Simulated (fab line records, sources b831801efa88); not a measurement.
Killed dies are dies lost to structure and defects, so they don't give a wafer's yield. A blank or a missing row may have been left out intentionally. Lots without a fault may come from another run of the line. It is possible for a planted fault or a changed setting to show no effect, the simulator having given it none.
fab line records | flow sky130
record: lots: 6 | wafers: 18 | last-day: 50
route steps=708 shown FIELD_ISO@7
lots that met no fault: from a run of the same line without faults
start-h: start of the lot's first displayed wafer, in hours after the record's first day | wait-h: hours since the lot's step before | " unchanged from the row above | L1.1+2: a single row standing in for several wafers | - either no value or no given start | * or withheld: withheld | < > ~ a bound
route shown NAME@n: names a module that has steps shown in the file, with the first one's number in the route | usual: mean/standard deviation taken from wafers without a fault | same: alike in all rows | chamber/n: place in a boat | sites: readings site by site | _std_site: standard deviation of those values | _edge_site: inner sites' mean taken away from outer sites' mean | radius-mm: how far each site lies from the wafer's centre | mask NAME#n: copy n | behind: tool/chamber where the wafer was last shaped | hold: cause of the lot's hold/its duration in hours/its outcome | device: the transistor (n, p or np) that didn't switch | end of line: at the end of the route, the tests of the same wafers | for a step that has no rows: nothing shown but its recipe | killed: the dies lost at the first sort to structure and to defects; this is not the yield of the wafer | map: shows each die of a wafer: x if killed, . if not, _ if none is there
set.NAME: the setting the step ran with; set.NAME@STEP: the setting that earlier step ran with | model.NAME: the simulator's own value behind a step, which no gauge read
lots at selected steps of the route; one table per step, one row per wafer
services: a tool's chamber out of use, with start hour (start-h, from the record's first day; less than 0 if before it), hours out, and reason
== steps ==
step: SKY_FIELD_ISO_HMDS_06
recipe: prime-time-s: 60 | prime-temp-c: 120
step: SKY_FIELD_ISO_COAT_07
recipe: resist: BARC | temp-c: withheld | time-s: withheld | spin-rpm: 3000 | resist-thk-nm: 60
step: SKY_FIELD_ISO_COAT_08
recipe: resist: KrF-thick | spin-rpm: 3000 | resist-thk-nm: 450
step: SKY_FIELD_ISO_SOFTBAKE_09
recipe: temp-c: 100 | time-s: 90 | resist: KrF-thick
step: SKY_FIELD_ISO_EXPOSE_10
recipe: mask-id: FOM | na: 0.68 | source-shape: annular | sigma-inner: 0.4 | sigma-outer: 0.8 | target-cd-nm: 150 | dose-mj: 28.47
step: SKY_FIELD_ISO_PEB_11
recipe: peb-temp-c: withheld | peb-time-s: withheld | resist: KrF-thick
step: SKY_FIELD_ISO_DEVELOP_12
recipe: develop-time-s: 60 | resist: KrF-thick | dev-temp-c: 21
step: SKY_FIELD_ISO_CD_MEAS_13
recipe: target-cd-nm: 150
usual: cd-nm: 149.7/1.8
lot.wafer | tool      | chamber | start-h | wait-h | cd-nm
L732.2    | cd-sem-02 | -       | 69.39   | -      | 151.2
L732.5    | "         | -       | "       | "      | 150.6
L732.6    | "         | -       | "       | "      | 153.4
L741.2    | cd-sem-02 | -       | 111.29  | -      | 148.0
L741.4    | "         | -       | "       | "      | 149.0
L741.5    | "         | -       | "       | "      | 148.9
L742.1    | cd-sem-02 | -       | 117.77  | -      | 146.8
L742.2    | "         | -       | "       | "      | 147.3
L742.4    | "         | -       | "       | "      | 146.2
L744.1    | cd-sem-02 | -       | 129.97  | -      | 150.2
L744.3    | "         | -       | "       | "      | 148.6
L744.5    | "         | -       | "       | "      | 149.5
L746.1    | cd-sem-02 | -       | 140.63  | -      | 152.2
L746.3    | "         | -       | "       | "      | 152.4
L746.6    | "         | -       | "       | "      | 151.1
L747.2    | cd-sem-01 | -       | 144.50  | -      | 150.7
L747.3    | "         | -       | "       | "      | 150.5
L747.4    | "         | -       | "       | "      | 150.1
step: SKY_FIELD_ISO_ETCH_14
recipe: chemistry: N2/H2 | target: BARC | ion-energy-ev: 200 | source-w: 486.1 | bias-w: 100 | pressure-mtorr: 30 | n2-flow-sccm: 100 | h2-flow-sccm: 200 | stop-on: SiO2 | time-s: 45.9 | target-depth-a: 600
usual: bias-w: 100.00/0.29 | chamber-pressure-mTorr: 30.001/0.028 | drypump-motor-current-A: 6.0/0.42 | oes-product-au: 0.855/0.0053 | throttle-valve-pct: 13.225/0.0091
lot.wafer | tool        | chamber | start-h | wait-h | bias-w | chamber-pressure-mTorr | drypump-motor-current-A | oes-product-au | rf-hours-counter-h | throttle-valve-pct
L732.2    | rie-diel-03 | 1       | 69.49   | 0.1    | 100.26 | 29.957                 | 6.7                     | 0.851          | 134                | 13.241
L732.5    | "           | 2       | "       | "      | 99.70  | 30.027                 | 6.2                     | 0.863          | -                  | 13.222
L732.6    | "           | 3       | "       | "      | 100.13 | 30.010                 | 5.8                     | 0.863          | -                  | 13.227
L741.2    | rie-diel-02 | 2       | 111.39  | 0.1    | 99.67  | 30.026                 | 5.7                     | 0.859          | 145                | 13.221
L741.4    | "           | 3       | "       | "      | 99.62  | 29.980                 | 5.5                     | 0.854          | 27                 | 13.226
L741.5    | "           | 2       | "       | "      | 99.57  | 30.018                 | 5.7                     | 0.848          | -                  | 13.214
L742.1    | rie-diel-03 | 1       | 117.89  | 0.1    | 99.72  | 30.023                 | 6.7                     | 0.855          | 134                | 13.230
L742.2    | "           | 3       | "       | "      | 99.75  | 30.006                 | 5.7                     | 0.852          | 88                 | 13.222
L742.4    | "           | 2       | "       | "      | 100.28 | 30.038                 | 6.1                     | 0.860          | 131                | 13.222
L744.1    | rie-diel-03 | 1       | 130.09  | 0.1    | 100.33 | 30.016                 | 6.7                     | 0.845          | 134                | 13.238
L744.3    | "           | 3       | "       | "      | 100.01 | 29.963                 | 5.8                     | 0.847          | 88                 | 13.233
L744.5    | "           | 3       | "       | "      | 100.06 | 30.047                 | 5.8                     | 0.860          | -                  | 13.232
L746.1    | rie-diel-01 | 3       | 140.75  | 0.1    | 100.17 | 29.973                 | 5.2                     | 0.845          | 133                | 13.223
L746.3    | "           | 1       | "       | "      | 99.74  | 30.033                 | 5.9                     | 0.857          | 128                | 13.235
L746.6    | "           | 2       | "       | "      | 100.11 | 30.005                 | 6.4                     | 0.864          | -                  | 13.215
L747.2    | rie-diel-01 | 3       | 144.60  | 0.1    | 99.79  | 30.016                 | 5.2                     | 0.868          | 133                | 13.238
L747.3    | "           | 0       | "       | "      | 100.10 | 30.018                 | 6.2                     | 0.860          | 0                  | 13.215
L747.4    | "           | 1       | "       | "      | 99.56  | 29.974                 | 5.9                     | 0.861          | 128                | 13.230
step: SKY_FIELD_ISO_ETCH_15
recipe: chemistry: CHF3/O2 | target-depth-nm: 180 | stop-on: Si | source-w: 600 | bias-w: 200 | pressure-mtorr: 40 | chf3-flow-sccm: 50 | O2_flow_sccm: 5 | time-s: 72
usual: O2_flow_sccm: 5.001/0.016 | bias-w: 200.0/0.58 | drypump-motor-current-A: 6.0/0.42 | oes-product-au: 0.947/0.0073 | throttle-valve-pct: 8.844/0.0098
lot.wafer | tool        | chamber | start-h | wait-h | O2_flow_sccm | bias-w | drypump-motor-current-A | oes-product-au | rf-hours-counter-h | throttle-valve-pct
L732.2    | rie-diel-03 | 1       | 69.53   | 0.0    | 4.981        | 200.2  | 6.7                     | 0.940          | 134                | 8.835
L732.5    | "           | 2       | "       | "      | 5.023        | 199.3  | 6.2                     | 0.939          | -                  | 8.822
L732.6    | "           | 3       | "       | "      | 4.991        | 199.7  | 5.8                     | 0.935          | -                  | 8.848
L741.2    | rie-diel-02 | 2       | 111.43  | 0.0    | 4.995        | 199.1  | 5.7                     | 0.943          | 145                | 8.859
L741.4    | "           | 3       | "       | "      | 4.982        | 200.1  | 5.5                     | 0.945          | 27                 | 8.861
L741.5    | "           | 2       | "       | "      | 5.003        | 199.8  | 5.7                     | 0.955          | -                  | 8.850
L742.1    | rie-diel-03 | 1       | 117.93  | 0.0    | 4.996        | 200.0  | 6.7                     | 0.943          | 134                | 8.830
L742.2    | "           | 3       | "       | "      | 5.014        | 199.8  | 5.7                     | 0.943          | 88                 | 8.844
L742.4    | "           | 2       | "       | "      | 4.999        | 200.5  | 6.2                     | 0.927          | 131                | 8.836
L744.1    | rie-diel-03 | 1       | 130.13  | 0.0    | 4.990        | 200.2  | 6.7                     | 0.948          | 135                | 8.849
L744.3    | "           | 3       | "       | "      | 5.019        | 200.0  | 5.8                     | 0.946          | 88                 | 8.841
L744.5    | "           | 3       | "       | "      | 5.028        | 200.1  | 5.8                     | 0.955          | -                  | 8.853
L746.1    | rie-diel-01 | 3       | 140.79  | 0.0    | 4.992        | 199.1  | 5.2                     | 0.954          | 133                | 8.861
L746.3    | "           | 1       | "       | "      | 5.020        | 200.1  | 5.9                     | 0.952          | 128                | 8.837
L746.6    | "           | 2       | "       | "      | 4.998        | 200.5  | 6.4                     | 0.961          | -                  | 8.839
L747.2    | rie-diel-01 | 3       | 144.64  | 0.0    | 4.984        | 200.4  | 5.2                     | 0.962          | 133                | 8.839
L747.3    | "           | 0       | "       | "      | 5.016        | 200.3  | 6.2                     | 0.959          | 0                  | 8.842
L747.4    | "           | 1       | "       | "      | 5.016        | 199.8  | 5.9                     | 0.955          | 129                | 8.845
step: SKY_FIELD_ISO_STRIP_16
recipe: chemistry: O2/N2 | power-w: 1400 | pressure-mtorr: 1500 | platen-temp-c: withheld | o2-flow-sccm: 3000 | n2-flow-sccm: 300 | overash-fraction: 0.5
usual: drypump-motor-current-A: 5.7/0.32 | oes-product-au: 0.378/0.0047 | strip-time-to-endpoint-s: 3.553/0.029
lot.wafer | tool            | chamber | start-h | wait-h | drypump-motor-current-A | oes-product-au | rf-hours-counter-h | strip-time-to-endpoint-s
L732.2    | plasma-asher-01 | 0       | 69.59   | 0.0    | 5.7                     | 0.376          | 26                 | 3.576
L732.5    | "               | 1       | "       | "      | 5.1                     | 0.377          | -                  | 3.570
L732.6    | "               | 0       | "       | "      | 5.7                     | 0.376          | -                  | 3.565
L741.2    | plasma-asher-04 | 1       | 111.49  | 0.0    | 6.1                     | 0.377          | 42                 | 3.516
L741.4    | "               | 0       | "       | "      | 5.8                     | 0.382          | -                  | 3.559
L741.5    | "               | 1       | "       | "      | 6.1                     | 0.376          | -                  | 3.518
L742.1    | plasma-asher-02 | 1       | 117.99  | 0.0    | 5.9                     | 0.385          | 0                  | 3.572
L742.2    | "               | 0       | "       | "      | 5.6                     | 0.383          | 0                  | 3.578
L742.4    | "               | 1       | "       | "      | 5.8                     | 0.377          | -                  | 3.598
L744.1    | plasma-asher-01 | 1       | 130.19  | 0.0    | 5.1                     | 0.376          | 32                 | 3.536
L744.3    | "               | 1       | "       | "      | 5.1                     | 0.376          | -                  | 3.541
L744.5    | "               | 0       | "       | "      | 5.7                     | 0.382          | -                  | 3.548
L746.1    | plasma-asher-01 | 1       | 140.85  | 0.0    | 5.1                     | 0.386          | 33                 | 3.527
L746.3    | "               | 1       | "       | "      | 5.1                     | 0.374          | -                  | 3.531
L746.6    | "               | 1       | "       | "      | 5.1                     | 0.371          | -                  | 3.511
L747.2    | plasma-asher-01 | 0       | 144.70  | 0.0    | 5.7                     | 0.373          | 34                 | 3.529
L747.3    | "               | 0       | "       | "      | 5.7                     | 0.383          | -                  | 3.595
L747.4    | "               | 1       | "       | "      | 5.1                     | 0.374          | -                  | 3.566
step: SKY_FIELD_ISO_ETCH_17
recipe: target-depth-a: 3420 | mask-material: Si3N4 | chemistry: HBr/Cl2/O2 | target: Si | taper-deg: 5 | icp-w: 600 | bias-w: 150 | pressure-mtorr: 15 | HBr_flow_sccm: 150 | Cl2_flow_sccm: 40 | O2_flow_sccm: 6 | time-s: 97.7
usual: HBr_flow_sccm: 150.0/0.41 | O2_flow_sccm: 6.000/0.017 | drypump-motor-current-A: 5.9/0.34 | oes-product-au: 1.001/0.0077 | throttle-valve-pct: 25.656/0.01
lot.wafer | tool      | chamber | start-h | wait-h | HBr_flow_sccm | O2_flow_sccm | drypump-motor-current-A | oes-product-au | rf-hours-counter-h | throttle-valve-pct
L732.2    | rie-si-02 | 3       | 69.69   | 0.1    | 149.8         | 6.016        | 5.7                     | 0.996          | 121                | 25.653
L732.5    | "         | 0       | "       | "      | 149.5         | 5.991        | 5.7                     | 0.995          | -                  | 25.662
L732.6    | "         | 1       | "       | "      | 150.2         | 5.976        | 5.9                     | 1.004          | -                  | 25.624
L741.2    | rie-si-02 | 3       | 111.59  | 0.1    | 150.4         | 6.027        | 5.7                     | 0.996          | 121                | 25.662
L741.4    | "         | 1       | "       | "      | 149.4         | 6.019        | 5.8                     | 0.999          | 28                 | 25.642
L741.5    | "         | 0       | "       | "      | 150.4         | 5.977        | 5.7                     | 0.995          | -                  | 25.660
L742.1    | rie-si-02 | 2       | 118.09  | 0.1    | 149.8         | 6.014        | 6.0                     | 1.012          | 16                 | 25.641
L742.2    | "         | 0       | "       | "      | 150.2         | 6.034        | 5.7                     | 1.019          | 127                | 25.654
L742.4    | "         | 3       | "       | "      | 149.2         | 6.003        | 5.7                     | 1.005          | 121                | 25.649
L744.1    | rie-si-02 | 3       | 130.29  | 0.1    | 150.5         | 5.987        | 5.7                     | 1.004          | 122                | 25.648
L744.3    | "         | 2       | "       | "      | 150.2         | 5.999        | 6.0                     | 1.011          | 16                 | 25.668
L744.5    | "         | 3       | "       | "      | 150.5         | 6.007        | 5.7                     | 1.009          | -                  | 25.659
L746.1    | rie-si-01 | 1       | 140.95  | 0.1    | 149.8         | 6.004        | 6.6                     | 0.993          | 1                  | 25.680
L746.3    | "         | 2       | "       | "      | 149.8         | 6.011        | 6.2                     | 0.991          | 98                 | 25.653
L746.6    | "         | 2       | "       | "      | 150.7         | 5.990        | 6.2                     | 1.001          | -                  | 25.657
L747.2    | rie-si-02 | 3       | 144.80  | 0.1    | 149.9         | 5.993        | 5.7                     | 1.011          | 122                | 25.628
L747.3    | "         | 1       | "       | "      | 150.8         | 6.008        | 5.9                     | 1.003          | 29                 | 25.661
L747.4    | "         | 2       | "       | "      | 149.9         | 6.025        | 6.0                     | 1.009          | 16                 | 25.631
step: SKY_FIELD_ISO_WET_ETCH_18
recipe: chemistry: H3PO4 | target-depth-nm: 25 | temp-c: 160 | target: Si3N4 | time-s: 286
usual: bath-guard-temp-C: 160.1/0.68 | bath-heat-duty-pct: 28/3.9
lot.wafer | tool         | chamber | start-h | wait-h | bath-guard-temp-C | bath-heat-duty-pct | model.Si3N4_of_FIELD_ISO_CVD_03.thk-nm
L732.2    | wet-bench-04 | 1       | 69.76   | 0.0    | 159.4             | 28                 | 122.1
L732.5    | "            | 1       | "       | "      | 159.9             | 25                 | 123.4
L732.6    | "            | 1       | "       | "      | 159.5             | 26                 | 122.7
L741.2    | wet-bench-03 | 1       | 111.66  | 0.0    | -                 | -                  | 150.8
L741.4    | "            | 1       | "       | "      | -                 | -                  | 151.1
L741.5    | "            | 1       | "       | "      | -                 | -                  | 151.3
L742.1    | wet-bench-04 | 2       | 118.16  | 0.0    | -                 | -                  | 149
L742.2    | "            | 2       | "       | "      | -                 | -                  | 149
L742.4    | "            | 2       | "       | "      | -                 | -                  | 147.6
L744.1    | wet-bench-03 | 1       | 130.36  | 0.0    | 159.9             | 29                 | 125.7
L744.3    | "            | 1       | "       | "      | 160.0             | 31                 | 125
L744.5    | "            | 1       | "       | "      | 159.5             | 31                 | 128.5
L746.1    | wet-bench-04 | 0       | 141.02  | 0.0    | 159.6             | 23                 | 127.2
L746.3    | "            | 0       | "       | "      | 159.8             | 24                 | 126.1
L746.6    | "            | 0       | "       | "      | 159.3             | 25                 | 126.3
L747.2    | wet-bench-03 | 0       | 144.87  | 0.0    | 161.3             | 37                 | 128.3
L747.3    | "            | 0       | "       | "      | 161.1             | 36                 | 126.9
L747.4    | "            | 0       | "       | "      | 161.0             | 34                 | 126.6
step: SKY_FIELD_ISO_CLEAN_19
recipe: chemistry: SC1/SC2 | mix: 1:4:20 | temp-c: 70 | time-s: 150
step: SKY_FIELD_ISO_CLEAN_20
recipe: chemistry: dHF | time-s: 20 | dilution: 100:1
step: SKY_FIELD_ISO_WET_ETCH_21
recipe: chemistry: dHF | dilution: 100:1 | target-depth-nm: 20 | dry: ipa-marangoni | target: SiO2 | temp-c: 25 | time-s: 400
step: SKY_FIELD_ISO_OXIDATION_22
recipe: temp-c: 950 | ambient: O2 | stabilise-s: 600 | purge-s: 300 | target-thk-a: 100 | ox-time-s: 623
step: SKY_FIELD_ISO_CVD_24
recipe: material: SiO2 | target-thk-nm: 595 | temp-c: 650 | sigma-open-frac: 0.3 | time-s: 99.2 | sih4-flow-sccm: 60 | pressure-mtorr: 6
step: SKY_FIELD_ISO_ANNEAL_26
recipe: temp-c: 1000 | time-s: 1800 | ambient: N2
step: SKY_FIELD_ISO_CMP_27
recipe: stop-on: Si3N4 | t-overpolish-s: 16 | down-force-psi: 4 | platen-rpm: 60 | target-thk-nm: 457.8 | pad-velocity-m-s: 0.94248
usual: motor-current-A: 12.1/1
lot.wafer | tool   | chamber | start-h | wait-h | motor-current-A
L732.2    | cmp-01 | 1       | 74.90   | 0.1    | 14.0
L732.6    | "      | 2       | "       | "      | 11.8
L732.5    | "      | 3       | "       | "      | 11.9
L741.2    | cmp-01 | 1       | 118.93  | 0.1    | 14.4
L741.4    | "      | 2       | "       | "      | 12.1
L741.5    | "      | 0       | "       | "      | 11.0
L742.1    | cmp-01 | 1       | 123.83  | 0.0    | 13.7
L742.2    | "      | 3       | "       | "      | 12.4
L742.4    | "      | 0       | "       | "      | 10.7
L744.1    | cmp-01 | 3       | 134.77  | 0.0    | 12.1
L744.3    | "      | 0       | "       | "      | 11.4
L744.5    | "      | 3       | "       | "      | 12.3
L746.3    | cmp-02 | 0       | 152.45  | 0.0    | 12.7
L746.1    | "      | 2       | "       | "      | 10.9
L746.6    | "      | 0       | "       | "      | 12.5
L747.3    | cmp-02 | 0       | 153.95  | 0.0    | 12.8
L747.2    | "      | 2       | "       | "      | 10.8
L747.4    | "      | 3       | "       | "      | 11.0
step: SKY_FIELD_ISO_WET_ETCH_28
recipe: chemistry: dHF | target-depth-nm: 23.7 | target: SiO2 | dilution: 10:1 | temp-c: 25 | time-s: 47
usual: bath-heat-duty-pct: 6.6/0.92 | run-length-s: 75/3.4
lot.wafer | tool         | chamber | start-h | wait-h | bath-heat-duty-pct | run-length-s | model.Si3N4_of_FIELD_ISO_CVD_03.thk-nm
L732.2    | wet-bench-04 | 2       | 75.05   | 0.1    | 6.4                | 79           | 116.2
L732.5    | "            | 2       | "       | "      | 5.8                | 79           | 117.4
L732.6    | "            | 2       | "       | "      | 5.7                | 79           | 116.8
L741.2    | wet-bench-04 | 2       | 119.18  | 0.2    | 4.9                | 73           | 144.9
L741.4    | "            | 2       | "       | "      | 5.4                | 73           | 145.1
L741.5    | "            | 2       | "       | "      | 5.7                | 73           | 145.3
L742.1    | wet-bench-03 | 1       | 124.13  | 0.2    | 7.4                | 75           | 143.1
L742.2    | "            | 1       | "       | "      | 7.4                | 75           | 143
L742.4    | "            | 1       | "       | "      | 7.8                | 75           | 141.7
L744.1    | wet-bench-02 | 1       | 135.07  | 0.2    | 7.7                | 73           | 119.8
L744.3    | "            | 1       | "       | "      | 7.7                | 73           | 119
L744.5    | "            | 1       | "       | "      | 7.2                | 73           | 122.6
L746.1    | wet-bench-02 | 3       | 152.75  | 0.1    | 5.7                | 74           | 121.3
L746.3    | "            | 3       | "       | "      | 6.5                | 74           | 120.2
L746.6    | "            | 3       | "       | "      | 6.5                | 74           | 120.5
L747.2    | wet-bench-02 | 1       | 154.25  | 0.1    | 6.4                | 74           | 122.3
L747.3    | "            | 1       | "       | "      | 6.9                | 74           | 120.9
L747.4    | "            | 1       | "       | "      | 6.6                | 74           | 120.6
step: SKY_FIELD_ISO_WET_ETCH_29
recipe: chemistry: H3PO4 | target-depth-nm: 160 | target: Si3N4 | temp-c: 160 | time-s: 1825
== services ==
tool            | chamber | start-h | hours | kind
cmp-02          | -       | 64.17   | 4.0   | pm
cmp-02          | -       | 68.17   | -     | consumable-replace:conditioner
cmp-02          | -       | 68.17   | -     | consumable-replace:pad
plasma-asher-04 | -       | 82.22   | 3.0   | repair
cmp-02          | -       | 83.63   | 4.6   | pm
rie-si-01       | -       | 84.71   | 2.8   | pm
rie-diel-03     | 0       | 90.66   | 8.2   | repair
plasma-asher-02 | -       | 108.75  | 9.0   | pm
plasma-asher-02 | 0       | 108.75  | 9.0   | vent-cycle
plasma-asher-02 | 1       | 108.75  | 9.0   | vent-cycle
rie-si-01       | 1       | 112.10  | 15.1  | repair
plasma-asher-02 | 0       | 117.75  | -     | clean
rie-diel-01     | 0       | 118.05  | -     | clean
rie-diel-01     | 0       | 118.05  | 22.8  | scheduled-down
rie-diel-01     | 0       | 118.05  | 22.8  | vent-cycle
cmp-01          | -       | 123.23  | 0.4   | repair
rie-diel-02     | 0       | 129.40  | 10.7  | repair
wet-bench-02    | -       | 129.80  | 1.9   | pm
rie-diel-03     | -       | 132.95  | 2.8   | pm
rie-si-01       | 3       | 133.12  | 151.0 | repair
plasma-asher-02 | -       | 133.83  | 28.1  | pm
cmp-01          | -       | 141.86  | 9.8   | pm
rie-diel-01     | -       | 145.17  | 22.8  | repair
rie-diel-02     | -       | 148.35  | 0.3   | repair
== key ==
first-sign: step: SKY_FIELD_ISO_WET_ETCH_18 | reading: tool-record | direction: missing
effect none on later readings
model-effect: step: SKY_FIELD_ISO_WET_ETCH_18 | value: Si3N4_of_FIELD_ISO_CVD_03.thk-nm | without: 125.4 | struck: 149.8
model-effect: step: SKY_FIELD_ISO_WET_ETCH_28 | value: Si3N4_of_FIELD_ISO_CVD_03.thk-nm | without: 119.4 | struck: 143.9
met-at SKY_FIELD_ISO_WET_ETCH_18
struck-wafers L741.2,L741.4,L741.5,L742.1,L742.2,L742.4
later-rows-left-out L741.2,L741.4,L741.5,L742.1,L742.2,L742.4
sort-left-out L741.2,L741.4,L741.5,L742.1,L742.2,L742.4
tester-left-out L741,L742
onset-between 69.76 111.66
fault: kind: skipped-step-whole | tool: wet-bench-03,wet-bench-04 | chamber: - | onset-h: 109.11 | steps: SKY_FIELD_ISO_WET_ETCH_18 | scope: struck-lots-only
tester-left-out: of these lots the tester's yield and bins aren't shown, on N5 and GAA mostly nor the transistor test; their killed dies are dies lost to structure and defects alone, not to doping, threshold or leakage, so they don't give the yield
sort-left-out: the simulated sort isn't trusted on such a fault, so these wafers' sort isn't shown, and their yield isn't known
later-rows-left-out: the simulator's readings of these wafers behind a module that went badly wrong aren't trusted and aren't shown, but for the sort
